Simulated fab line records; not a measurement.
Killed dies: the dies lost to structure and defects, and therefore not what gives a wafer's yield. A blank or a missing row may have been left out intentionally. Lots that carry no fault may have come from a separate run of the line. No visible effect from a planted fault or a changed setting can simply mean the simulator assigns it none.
fab line records	flow sky130
[record] lots = 5	wafers = 15	last_day = 52
route steps=708 shown GATE_OXIDE@190 POLY_GATE@204 RES_PROTECT@206
lots that met no fault: taken from a fault-free run of the same line
start_h: start of the lot's first displayed wafer, in hours after the record's first day	wait_h: how many hours have passed since the lot's step before this one	" as in the row above	L1.1+2: one row covering several wafers at once	- no value, or no start given	* or withheld: withheld	< > ~ a bound
route shown NAME@n: a module of which the file shows steps, and the number in the route of the first	usual: the fault-free wafers' mean and standard deviation	same: alike in all rows	chamber/n: place in a boat	sites: per-site readings	_std_site: the standard deviation of these	_edge_site: outer sites' mean less inner sites'	radius_mm: how far each site lies from the wafer's centre	mask NAME#n: copy n	behind: tool/chamber where the wafer was last shaped	hold: the reason the lot was held/the length of the hold in hours/how it ended	device: transistor that didn't switch, given as n, p or np	end of line: the same wafers' tests at the end of the route	a step given without rows: its recipe and nothing more	killed: at the first sort, the dies lost to defects and structure; wafer yield is something else	map: per-die view of a wafer (x killed, . not killed, _ where there is no die)
set.NAME: the setting as run; set.NAME@STEP: as run at that earlier step	model.NAME: the simulator's own value behind a step, which no gauge read
certain route steps with their lots: each step a table, each wafer a row
services: from which hour (start_h, from the record's first day; less than 0 if before it) a tool's chamber was out of use, for how many hours, and why
[[steps]]
[step SKY_GATE_OXIDE_DEHYDRATE_03]
[recipe] temp_c = 200	time_s = 60
lot.wafer	tool	chamber	start_h	wait_h
L074.2+4+6	litho_track-01	0	322.72	12.3
L076.1+3+6	litho_track-04	0	336.17	13.1
L087.1+2+4	litho_track-02	0	355.44	13.4
L088.1+3+6	litho_track-04	0	501.22	14.9
L094.2+4+6	litho_track-02	0	520.72	14.9
[step SKY_GATE_OXIDE_HMDS_04]
[recipe] prime_time_s = 60	prime_temp_c = 120
[usual] prime_temp_c = 119.96/0.13
lot.wafer	tool	chamber	start_h	wait_h	prime_temp_c
L074.2	litho_track-01	0	322.87	0.1	119.95
L074.4	"	0	"	"	119.61
L074.6	"	0	"	"	119.79
L076.1	litho_track-04	0	336.32	0.1	120.19
L076.3	"	0	"	"	119.87
L076.6	"	0	"	"	120.02
L087.1	litho_track-02	0	355.59	0.1	119.72
L087.2	"	0	"	"	119.78
L087.4	"	0	"	"	119.80
L088.1	litho_track-04	0	501.37	0.1	120.13
L088.3	"	0	"	"	119.90
L088.6	"	0	"	"	120.10
L094.2	litho_track-02	0	520.87	0.1	119.84
L094.4	"	0	"	"	120.06
L094.6	"	0	"	"	119.82
[step SKY_GATE_OXIDE_COAT_05]
[recipe] resist = NOVOLAK	spin_rpm = 3000	resist_thk_nm = 1140
lot.wafer	tool	chamber	start_h	wait_h
L074.2+4+6	litho_track-01	0	323.02	0.1
L076.1+3+6	litho_track-04	0	336.47	0.1
L087.1+2+4	litho_track-02	0	355.74	0.1
L088.1+3+6	litho_track-04	0	501.52	0.1
L094.2+4+6	litho_track-02	0	521.02	0.1
[step SKY_GATE_OXIDE_SOFTBAKE_06]
[recipe] temp_c = 90	time_s = 60	resist = NOVOLAK
lot.wafer	tool	chamber	start_h	wait_h
L074.2+4+6	litho_track-01	0	323.17	0.1
L076.1+3+6	litho_track-04	0	336.62	0.1
L087.1+2+4	litho_track-02	0	355.89	0.1
L088.1+3+6	litho_track-04	0	501.67	0.1
L094.2+4+6	litho_track-02	0	521.17	0.1
[step SKY_GATE_OXIDE_EXPOSE_07]
[recipe] mask_id = LVOM	na = 0.6	source_shape = conventional	sigma_outer = 0.6	polarization = unpolarized	target_cd_nm = 600	dose_mj = 170
[usual] stage_vel_mm_s = 499.98/0.26
lot.wafer	tool	chamber	start_h	wait_h	mask	stage_vel_mm_s
L074.2	iline_stepper-01	0	-	-	LVOM#0	499.67
L074.4	"	0	"	"	LVOM#0	500.18
L074.6	"	0	"	"	LVOM#0	500.18
L076.1	iline_stepper-01	0	-	-	LVOM#0	500.26
L076.3	"	0	"	"	LVOM#0	500.21
L076.6	"	0	"	"	LVOM#0	500.02
L087.1	iline_stepper-01	0	-	-	LVOM#0	499.91
L087.2	"	0	"	"	LVOM#0	499.62
L087.4	"	0	"	"	LVOM#0	500.06
L088.1	iline_stepper-01	0	-	-	LVOM#0	500.39
L088.3	"	0	"	"	LVOM#0	499.89
L088.6	"	0	"	"	LVOM#0	500.03
L094.2	iline_stepper-01	0	-	-	LVOM#0	499.71
L094.4	"	0	"	"	LVOM#0	499.78
L094.6	"	0	"	"	LVOM#0	499.63
[step SKY_GATE_OXIDE_PEB_08]
[recipe] temp_c = withheld	time_s = *	resist = NOVOLAK
lot.wafer	tool	chamber	start_h	wait_h
L074.2+4+6	litho_track-01	0	-	-
L076.1+3+6	litho_track-01	0	-	-
L087.1+2+4	litho_track-01	0	-	-
L088.1+3+6	litho_track-01	0	-	-
L094.2+4+6	litho_track-04	0	-	-
[step SKY_GATE_OXIDE_DEVELOP_09]
[recipe] resist = NOVOLAK	developer = TMAH	develop_time_s = 60	dev_temp_c = 23
lot.wafer	tool	chamber	start_h	wait_h
L074.2+4+6	litho_track-01	0	337.17	0.1
L076.1+3+6	litho_track-01	0	349.65	0.1
L087.1+2+4	litho_track-01	0	370.00	0.1
L088.1+3+6	litho_track-01	0	516.99	0.1
L094.2+4+6	litho_track-04	0	536.44	0.1
[step SKY_GATE_OXIDE_OVL_MEAS_10]
[usual] GATE_OXIDE_OVL = -0.2/1.3
lot.wafer	tool	chamber	start_h	wait_h	GATE_OXIDE_OVL[nm]
L074.2	overlay-01	-	337.30	0.1	0.0
L074.4	"	-	"	"	-1.6
L074.6	"	-	"	"	1.5
L076.1	overlay-02	-	349.80	0.1	0.6
L076.3	"	-	"	"	0.0
L076.6	"	-	"	"	2.4
L087.1	overlay-02	-	370.15	0.1	-0.2
L087.2	"	-	"	"	-0.7
L087.4	"	-	"	"	-1.1
L088.1	overlay-02	-	517.14	0.1	1.8
L088.3	"	-	"	"	-1.8
L088.6	"	-	"	"	1.7
L094.2	overlay-01	-	536.57	0.1	1.9
L094.4	"	-	"	"	-0.5
L094.6	"	-	"	"	0.3
[step SKY_GATE_OXIDE_IMPLANT_11]
[recipe] species = B	energy_kev = 10	dose_cm2 = 2.6e+12	tilt_deg = withheld
[usual] dose_ions_cm2 = 2.6005e+12/2.6e+09
[same] implant_ion_amu = 11
lot.wafer	tool	chamber	start_h	wait_h	dose_ions_cm2
L074.2	implanter-04	0	337.36	0.0	2.6022e+12
L074.4	"	0	"	"	2.5967e+12
L074.6	"	0	"	"	2.5987e+12
L076.1	implanter-04	0	349.83	0.0	2.5982e+12
L076.3	"	0	"	"	2.5994e+12
L076.6	"	0	"	"	2.6017e+12
L087.1	implanter-04	0	370.18	0.0	2.5993e+12
L087.2	"	0	"	"	2.6014e+12
L087.4	"	0	"	"	2.5999e+12
L088.1	implanter-04	0	517.18	0.0	2.5983e+12
L088.3	"	0	"	"	2.5942e+12
L088.6	"	0	"	"	2.6014e+12
L094.2	implanter-03	0	536.63	0.0	2.604e+12
L094.4	"	0	"	"	2.6045e+12
L094.6	"	0	"	"	2.5998e+12
[step SKY_GATE_OXIDE_WET_ETCH_12]
[recipe] chemistry = dHF	target_depth_nm = 16.8	dry = n2_spin	target = SiO2	dilution = 100:1	temp_c = 25	time_s = 336
[usual] temp_c = 24.98/0.12
lot.wafer	tool	chamber	start_h	wait_h	temp_c
L074.2	wet_bench-03	2	337.48	0.1	24.94
L074.4	"	2	"	"	25.08
L074.6	"	2	"	"	25.04
L076.1	wet_bench-04	1	349.98	0.1	25.01
L076.3	"	1	"	"	24.96
L076.6	"	1	"	"	25.01
L087.1	wet_bench-01	1	370.33	0.1	24.79
L087.2	"	1	"	"	24.80
L087.4	"	1	"	"	25.04
L088.1	wet_bench-03	3	517.33	0.1	24.94
L088.3	"	3	"	"	24.79
L088.6	"	3	"	"	25.11
L094.2	wet_bench-01	0	536.75	0.1	25.00
L094.4	"	0	"	"	25.05
L094.6	"	0	"	"	24.87
[step SKY_GATE_OXIDE_STRIP_13]
[recipe] chemistry = O2/N2	power_w = 1400	pressure_mtorr = 1500	platen_temp_c = withheld	o2_flow_sccm = 3000	n2_flow_sccm = 300	overash_fraction = 0.5
[usual] drypump_motor_current_A = 5.69/0.25	oes_product_au = 0.715/0.0044	strip_time_to_endpoint_s = 14.19/0.034
lot.wafer	tool	chamber	start_h	wait_h	drypump_motor_current_A	oes_product_au	rf_hours_counter_h	strip_time_to_endpoint_s
L074.2	plasma_asher-01	1	337.59	0.0	5.77	0.711	60	14.22
L074.4	"	0	"	"	5.93	0.708	-	14.24
L074.6	"	0	"	"	5.92	0.711	-	14.21
L076.1	plasma_asher-04	1	350.09	0.0	5.77	0.709	21	14.23
L076.3	"	0	"	"	5.80	0.715	-	14.17
L076.6	"	1	"	"	5.81	0.724	-	14.21
L087.1	plasma_asher-01	0	370.43	0.0	5.93	0.721	63	14.23
L087.2	"	1	"	"	5.77	0.715	63	14.19
L087.4	"	0	"	"	5.93	0.705	-	14.23
L088.1	plasma_asher-04	0	517.43	0.0	5.81	0.709	37	14.13
L088.3	"	1	"	"	5.79	0.704	-	14.17
L088.6	"	1	"	"	5.80	0.714	-	14.17
L094.2	plasma_asher-03	1	536.86	0.0	5.12	0.708	68	14.18
L094.4	"	1	"	"	5.13	0.714	-	14.15
L094.6	"	1	"	"	5.19	0.718	-	14.23
[step SKY_GATE_OXIDE_TW_MEAS_14]
[usual] GATE_OXIDE_TW = 223/3
lot.wafer	tool	chamber	start_h	wait_h	GATE_OXIDE_TW
L074.2	film_metro-02	-	337.70	0.1	228
L074.4	"	-	"	"	228
L074.6	"	-	"	"	228
L076.1	film_metro-03	-	350.19	0.1	221
L076.3	"	-	"	"	221
L076.6	"	-	"	"	223
L087.1	film_metro-03	-	370.53	0.1	221
L087.2	"	-	"	"	222
L087.4	"	-	"	"	222
L088.1	film_metro-02	-	517.53	0.1	228
L088.3	"	-	"	"	227
L088.6	"	-	"	"	229
L094.2	film_metro-01	-	536.97	0.1	221
L094.4	"	-	"	"	221
L094.6	"	-	"	"	221
[step SKY_GATE_OXIDE_CLEAN_15]
[recipe] chemistry = SC1/SC2	mix = 1:4:20	temp_c = 70	time_s = 150	dry = n2_spin
[usual] temp_c = 69.97/0.12
lot.wafer	tool	chamber	start_h	wait_h	temp_c
L074.2	wet_bench-04	3	337.75	0.0	69.83
L074.4	"	3	"	"	69.80
L074.6	"	3	"	"	69.94
L076.1	wet_bench-01	3	350.25	0.1	69.88
L076.3	"	3	"	"	69.76
L076.6	"	3	"	"	69.94
L087.1	wet_bench-01	0	370.59	0.1	69.99
L087.2	"	0	"	"	69.98
L087.4	"	0	"	"	70.09
L088.1	wet_bench-04	2	517.59	0.1	70.07
L088.3	"	2	"	"	70.06
L088.6	"	2	"	"	70.12
L094.2	wet_bench-04	1	537.02	0.0	69.99
L094.4	"	1	"	"	69.93
L094.6	"	1	"	"	69.89
[step SKY_GATE_OXIDE_OXIDATION_16]
[recipe] temp_c = 800	ambient = O2	idle_temp_c = 700	ramp_up_c_per_min = 10	ramp_down_c_per_min = 3	stabilise_s = 600	purge_s = 300	target_thk_a = 35.7	ox_time_s = 1915
[usual] ox_temp_c_max = 803.3/1	spike_tc_bottom_C = 822.6/2.5	spike_tc_lower_C = 800.2/1	zone_power_bottom_pct = 20.52/0.21
lot.wafer	tool	chamber	start_h	wait_h	ox_temp_c_max	spike_tc_bottom_C	spike_tc_lower_C	zone_power_bottom_pct
L074.2	furnace-01	0	338.33	0.5	804.7	826.4	800.5	20.95
L074.4	"	0	"	"	804.1	824.6	799.0	20.59
L074.6	"	0	"	"	805.0	825.5	800.1	20.53
L076.1	furnace-02	0	350.34	0.0	803.0	821.9	799.5	20.43
L076.3	"	0	"	"	802.8	820.8	800.7	20.04
L076.6	"	0	"	"	802.7	822.0	801.0	20.85
L087.1	furnace-02	0	371.37	0.7	803.0	820.0	799.6	20.50
L087.2	"	0	"	"	802.8	820.0	800.0	20.77
L087.4	"	0	"	"	803.1	821.1	799.8	20.78
L088.1	furnace-02	0	517.80	0.2	802.5	819.7	800.1	20.43
L088.3	"	0	"	"	803.1	819.3	799.5	20.40
L088.6	"	0	"	"	802.8	821.6	799.5	20.35
L094.2	furnace-01	0	537.07	0.0	804.4	823.4	799.8	20.60
L094.4	"	0	"	"	803.5	827.0	800.9	20.52
L094.6	"	0	"	"	804.7	826.2	799.7	20.35
[step SKY_POLY_GATE_CVD_00]
[recipe] material = poly-Si	target_thk_nm = 180	temp_c = 620	time_s = 720	pressure_mtorr = 200
[usual] spike_tc_bottom_C = 638/4.7	spike_tc_lower_C = 620.2/1	zone_power_bottom_pct = 14.2/0.7
lot.wafer	tool	chamber	start_h	wait_h	spike_tc_bottom_C	spike_tc_lower_C	zone_power_bottom_pct
L074.2	lpcvd-01	0	339.86	0.0	633	618.6	14.5
L074.4	"	0	"	"	634	620.6	14.8
L074.6	"	0	"	"	635	619.7	14.7
L076.1	lpcvd-01	1	351.87	0.0	645	619.8	13.3
L076.3	"	1	"	"	642	618.7	13.4
L076.6	"	1	"	"	644	622.3	13.4
L087.1	lpcvd-01	0	372.90	0.0	634	619.2	15.0
L087.2	"	0	"	"	633	619.7	14.7
L087.4	"	0	"	"	633	619.7	15.1
L088.1	lpcvd-01	0	519.34	0.0	637	619.8	14.8
L088.3	"	0	"	"	633	619.3	14.7
L088.6	"	0	"	"	633	621.2	14.7
L094.2	lpcvd-01	0	539.42	0.8	635	620.8	14.9
L094.4	"	0	"	"	634	619.9	14.8
L094.6	"	0	"	"	635	620.4	14.8
[step SKY_POLY_GATE_THK_MEAS_01]
[recipe] reads = poly-Si_of_POLY_GATE_CVD_00
[usual] POLY_GATE_CVD_00_THK = 179.4/1.6
lot.wafer	tool	chamber	start_h	wait_h	POLY_GATE_CVD_00_THK[nm]
L074.2	film_metro-03	-	341.07	0.0	177.9
L074.4	"	-	"	"	179.5
L074.6	"	-	"	"	178.0
L076.1	film_metro-03	-	353.67	0.0	180.5
L076.3	"	-	"	"	179.9
L076.6	"	-	"	"	179.4
L087.1	film_metro-03	-	374.76	0.1	179.9
L087.2	"	-	"	"	178.6
L087.4	"	-	"	"	179.5
L088.1	film_metro-04	-	520.54	0.0	179.6
L088.3	"	-	"	"	180.2
L088.6	"	-	"	"	179.6
L094.2	film_metro-04	-	540.63	0.0	181.2
L094.4	"	-	"	"	180.9
L094.6	"	-	"	"	181.9
[step SKY_RES_PROTECT_DEHYDRATE_00]
[recipe] temp_c = 200	time_s = 60
lot.wafer	tool	chamber	start_h	wait_h
L074.2+4+6	litho_track-03	0	354.00	12.9
L076.1+3+6	litho_track-02	0	367.79	14.1
L087.1+2+4	litho_track-02	0	389.29	14.5
L088.1+3+6	litho_track-02	0	535.39	14.8
L094.2+4+6	litho_track-03	0	555.00	14.4
[step SKY_RES_PROTECT_HMDS_01]
[recipe] prime_time_s = 60	prime_temp_c = 120
[usual] prime_temp_c = 120.00/0.12
lot.wafer	tool	chamber	start_h	wait_h	prime_temp_c
L074.2	litho_track-03	0	354.15	0.1	120.34
L074.4	"	0	"	"	119.96
L074.6	"	0	"	"	120.13
L076.1	litho_track-02	0	367.94	0.1	120.06
L076.3	"	0	"	"	119.78
L076.6	"	0	"	"	119.96
L087.1	litho_track-02	0	389.44	0.1	119.93
L087.2	"	0	"	"	120.01
L087.4	"	0	"	"	120.13
L088.1	litho_track-02	0	535.54	0.1	120.10
L088.3	"	0	"	"	119.94
L088.6	"	0	"	"	119.92
L094.2	litho_track-03	0	555.15	0.1	120.00
L094.4	"	0	"	"	119.89
L094.6	"	0	"	"	120.06
[step SKY_RES_PROTECT_COAT_02]
[recipe] resist = NOVOLAK	spin_rpm = 3000	resist_thk_nm = 1140
lot.wafer	tool	chamber	start_h	wait_h
L074.2+4+6	litho_track-03	0	354.30	0.1
L076.1+3+6	litho_track-02	0	368.09	0.1
L087.1+2+4	litho_track-02	0	389.59	0.1
L088.1+3+6	litho_track-02	0	535.69	0.1
L094.2+4+6	litho_track-03	0	555.30	0.1
[step SKY_RES_PROTECT_SOFTBAKE_03]
[recipe] temp_c = 90	time_s = 60	resist = NOVOLAK
lot.wafer	tool	chamber	start_h	wait_h
L074.2+4+6	litho_track-03	0	354.45	0.1
L076.1+3+6	litho_track-02	0	368.24	0.1
L087.1+2+4	litho_track-02	0	389.74	0.1
L088.1+3+6	litho_track-02	0	535.84	0.1
L094.2+4+6	litho_track-03	0	555.45	0.1
[step SKY_RES_PROTECT_EXPOSE_04]
[recipe] mask_id = RPM	na = 0.6	source_shape = conventional	sigma_outer = 0.6	polarization = unpolarized	target_cd_nm = 1270	dose_mj = 131
[usual] stage_vel_mm_s = 499.99/0.27
lot.wafer	tool	chamber	start_h	wait_h	mask	stage_vel_mm_s
L074.2	iline_stepper-02	0	-	-	RPM#0	500.15
L074.4	"	0	"	"	RPM#0	499.96
L074.6	"	0	"	"	RPM#0	499.78
L076.1	iline_stepper-02	0	-	-	RPM#0	499.87
L076.3	"	0	"	"	RPM#0	499.98
L076.6	"	0	"	"	RPM#0	499.91
L087.1	iline_stepper-01	0	-	-	RPM#0	500.65
L087.2	"	0	"	"	RPM#0	500.06
L087.4	"	0	"	"	RPM#0	500.34
L088.1	iline_stepper-02	0	-	-	RPM#0	499.99
L088.3	"	0	"	"	RPM#0	499.93
L088.6	"	0	"	"	RPM#0	499.92
L094.2	iline_stepper-01	0	-	-	RPM#0	499.68
L094.4	"	0	"	"	RPM#0	500.02
L094.6	"	0	"	"	RPM#0	500.16
[step SKY_RES_PROTECT_PEB_05]
[recipe] temp_c = withheld	time_s = *	resist = NOVOLAK
lot.wafer	tool	chamber	start_h	wait_h
L074.2+4+6	litho_track-04	0	-	-
L076.1+3+6	litho_track-04	0	-	-
L087.1+2+4	litho_track-03	0	-	-
L088.1+3+6	litho_track-03	0	-	-
L094.2+4+6	litho_track-02	0	-	-
[step SKY_RES_PROTECT_DEVELOP_06]
[recipe] resist = NOVOLAK	developer = TMAH	develop_time_s = 60	dev_temp_c = 23
lot.wafer	tool	chamber	start_h	wait_h
L074.2+4+6	litho_track-04	0	368.99	0.1
L076.1+3+6	litho_track-04	0	380.77	0.1
L087.1+2+4	litho_track-03	0	404.42	0.1
L088.1+3+6	litho_track-03	0	550.22	0.1
L094.2+4+6	litho_track-02	0	569.87	0.1
[step SKY_POLY_GATE_IMPLANT_02]
[recipe] species = P	energy_kev = 30	dose_cm2 = 7.7e+15	tilt_deg = 0
[usual] dose_ions_cm2 = 7.698e+15/9e+12
[same] implant_ion_amu = 31
lot.wafer	tool	chamber	start_h	wait_h	dose_ions_cm2
L074.2	implanter-04	0	369.14	0.1	7.697e+15
L074.4	"	0	"	"	7.681e+15
L074.6	"	0	"	"	7.706e+15
L076.1	implanter-04	0	380.92	0.1	7.688e+15
L076.3	"	0	"	"	7.674e+15
L076.6	"	0	"	"	7.697e+15
L087.1	implanter-02	0	404.57	0.1	7.694e+15
L087.2	"	0	"	"	7.693e+15
L087.4	"	0	"	"	7.694e+15
L088.1	implanter-04	0	550.37	0.1	7.691e+15
L088.3	"	0	"	"	7.692e+15
L088.6	"	0	"	"	7.687e+15
L094.2	implanter-02	0	570.02	0.1	7.696e+15
L094.4	"	0	"	"	7.718e+15
L094.6	"	0	"	"	7.693e+15
[step SKY_RES_PROTECT_STRIP_07]
[recipe] chemistry = O2/N2	power_w = 1400	pressure_mtorr = 1500	platen_temp_c = withheld	o2_flow_sccm = 3000	n2_flow_sccm = 300	overash_fraction = 0.5
[usual] drypump_motor_current_A = 5.63/0.25	oes_product_au = 0.517/0.0043	strip_time_to_endpoint_s = 23.31/0.042
lot.wafer	tool	chamber	start_h	wait_h	drypump_motor_current_A	oes_product_au	rf_hours_counter_h	strip_time_to_endpoint_s
L074.2	plasma_asher-03	1	369.27	0.1	5.17	0.516	52	23.36
L074.4	"	1	"	"	5.13	0.523	-	23.30
L074.6	"	0	"	"	5.45	0.517	-	23.34
L076.1	plasma_asher-04	0	381.07	0.1	5.78	0.522	24	23.37
L076.3	"	1	"	"	5.76	0.511	-	23.33
L076.6	"	0	"	"	5.82	0.515	-	23.38
L087.1	plasma_asher-04	1	404.72	0.1	5.73	0.514	26	23.28
L087.2	"	0	"	"	5.82	0.521	26	23.28
L087.4	"	1	"	"	5.81	0.524	-	23.32
L088.1	plasma_asher-02	1	550.52	0.1	5.77	0.512	86	23.36
L088.3	"	1	"	"	5.81	0.515	-	23.32
L088.6	"	1	"	"	5.77	0.515	-	23.35
L094.2	plasma_asher-03	0	570.14	0.1	5.47	0.518	71	23.33
L094.4	"	1	"	"	5.14	0.524	-	23.34
L094.6	"	1	"	"	5.15	0.517	-	23.33
[step SKY_RES_PROTECT_TW_MEAS_08]
[usual] POLY_GATE_TW = 3992/31
lot.wafer	tool	chamber	start_h	wait_h	POLY_GATE_TW
L074.2	film_metro-03	-	369.38	0.1	3985
L074.4	"	-	"	"	3989
L074.6	"	-	"	"	3980
L076.1	film_metro-01	-	381.21	0.1	3948
L076.3	"	-	"	"	3975
L076.6	"	-	"	"	3976
L087.1	film_metro-04	-	404.82	0.1	4027
L087.2	"	-	"	"	4026
L087.4	"	-	"	"	4022
L088.1	film_metro-04	-	550.62	0.1	4003
L088.3	"	-	"	"	4011
L088.6	"	-	"	"	3994
L094.2	film_metro-03	-	570.25	0.1	3959
L094.4	"	-	"	"	3934
L094.6	"	-	"	"	3949
[step SKY_RES_PROTECT_CLEAN_09]
[recipe] chemistry = SC1/SC2	mix = 1:4:20	temp_c = 70	time_s = 150	dry = n2_spin
[usual] temp_c = 70.02/0.12
lot.wafer	tool	chamber	start_h	wait_h	temp_c
L074.2	wet_bench-03	2	369.43	0.0	70.30
L074.4	"	2	"	"	70.19
L074.6	"	2	"	"	70.03
L076.1	wet_bench-01	3	381.27	0.1	70.20
L076.3	"	3	"	"	69.94
L076.6	"	3	"	"	69.85
L087.1	wet_bench-02	3	404.88	0.1	69.85
L087.2	"	3	"	"	70.04
L087.4	"	3	"	"	70.03
L088.1	wet_bench-03	0	550.68	0.1	70.12
L088.3	"	0	"	"	70.10
L088.6	"	0	"	"	69.80
L094.2	wet_bench-02	0	570.30	0.0	70.03
L094.4	"	0	"	"	69.98
L094.6	"	0	"	"	70.07
[step SKY_POLY_GATE_CVD_03]
[recipe] material = Si3N4	precursor = DCS/NH3	target_thk_nm = 75	temp_c = 770	time_s = 1290	pressure_mtorr = 250
[usual] spike_tc_bottom_C = 788.9/2.9	spike_tc_lower_C = 770.9/1	zone_power_bottom_pct = 21/3.2
lot.wafer	tool	chamber	start_h	wait_h	spike_tc_bottom_C	spike_tc_lower_C	zone_power_bottom_pct
L074.2	lpcvd-02	1	369.76	0.3	783.5	770.2	18
L074.4	"	1	"	"	785.3	772.5	18
L074.6	"	1	"	"	787.7	769.4	18
L076.1	lpcvd-02	0	381.32	0.0	791.7	770.5	24
L076.3	"	0	"	"	792.3	770.3	24
L076.6	"	0	"	"	790.7	769.5	24
L087.1	lpcvd-02	1	405.70	0.8	785.5	769.7	18
L087.2	"	1	"	"	785.6	770.6	18
L087.4	"	1	"	"	785.4	771.0	18
L088.1	lpcvd-02	0	550.74	0.0	791.5	773.4	24
L088.3	"	0	"	"	790.5	772.0	24
L088.6	"	0	"	"	791.1	769.4	24
L094.2	lpcvd-02	1	571.23	0.9	785.1	770.1	18
L094.4	"	1	"	"	785.6	770.6	18
L094.6	"	1	"	"	787.8	767.9	18
[[services]]
tool	chamber	start_h	hours	kind
plasma_asher-03	-	305.90	2.0	repair
plasma_asher-04	-	329.49	5.1	repair
furnace-02	-	351.87	3.1	pm
iline_stepper-01	-	370.14	4.4	pm
lpcvd-02	-	371.81	1.8	repair
furnace-02	-	378.78	4.7	pm
iline_stepper-02	-	395.45	1.7	pm
plasma_asher-04	-	395.99	1.9	repair
furnace-01	-	396.63	15.2	pm
wet_bench-01	-	399.36	5.7	repair
implanter-04	-	401.83	4.6	pm
iline_stepper-02	-	402.83	4.4	repair
plasma_asher-03	-	463.18	15.6	pm
iline_stepper-01	-	465.66	1.7	pm
plasma_asher-04	-	480.39	2.8	pm
plasma_asher-04	-	485.57	3.0	repair
plasma_asher-03	-	486.63	1.0	repair
wet_bench-04	-	500.71	3.0	repair
furnace-02	-	519.60	3.8	pm
wet_bench-04	-	520.62	2.1	repair
implanter-04	-	532.37	3.0	repair
lpcvd-01	-	532.46	2.8	pm
lpcvd-01	-	553.39	0.8	repair
lpcvd-02	-	557.02	1.5	repair
[[key]]
fault none
